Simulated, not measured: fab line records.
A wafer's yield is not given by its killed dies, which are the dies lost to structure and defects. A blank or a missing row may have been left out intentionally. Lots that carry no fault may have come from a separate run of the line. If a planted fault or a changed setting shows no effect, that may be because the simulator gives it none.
Which of the tools did it? ; flow gf180mcu ; 18 wafers from 6 lots sampled at 2 of the route's 602 steps

WHAT EACH GAUGE READ, for each wafer
GF_HV_LDD_CD_MEAS_07 targets a cd of 400 nm.
lot;measured;on;cdNm (nm)
L472;day 10 06:02;cdSem-02;403.7 402.0 402.8
L474;day 10 19:32;cdSem-01;404.4 403.1 402.2
L481;day 12 23:50;cdSem-01;401.6 403.0 399.7
L486;day 14 15:14;cdSem-02;400.3 401.4 401.4
L489;day 15 10:30;cdSem-02;398.8 399.8 399.6
L491;day 16 05:35;cdSem-02;395.6 396.1 399.0

TOOL THAT RAN EACH LOT (tool first, then ch and the chambers of the sampled wafers, then the start)
lot;GF_DNWELL_STRIP_08
L472;plasmaAsher-03 ch 0,1, day 2 23:56
L474;plasmaAsher-03 ch 0,1, day 3 09:56
L481;plasmaAsher-04 ch 0,1, day 4 22:46
L486;plasmaAsher-03 ch 0,1, day 6 02:35
L489;plasmaAsher-02 ch 0,1, day 6 17:20
L491;plasmaAsher-03 ch 0,1, day 7 07:05
- GF_DNWELL_STRIP_08: strips in O2/N2.

THE ANSWER, worked out from the rows above alone
Rule: the usual values come from the lots themselves. The widest of any qualifying gaps counts: lots, ordered by their means at a reading, are off when they make up no more than a third of the lots, leave a main group of 4 or more, and stand apart from it by 3 or more times the standard deviation of that group's means. Not used: any main group whose means are identical at the precision the tables above print for the reading. Also off: a lot with no number at a reading for which 4 or more lots have one. Where the step has rows for the other lots, those lots are counted as sound.
No lot is off on any of the readings shown, so nothing can be concluded from this.

WHAT WAS PUT IN BY THE SIMULATOR
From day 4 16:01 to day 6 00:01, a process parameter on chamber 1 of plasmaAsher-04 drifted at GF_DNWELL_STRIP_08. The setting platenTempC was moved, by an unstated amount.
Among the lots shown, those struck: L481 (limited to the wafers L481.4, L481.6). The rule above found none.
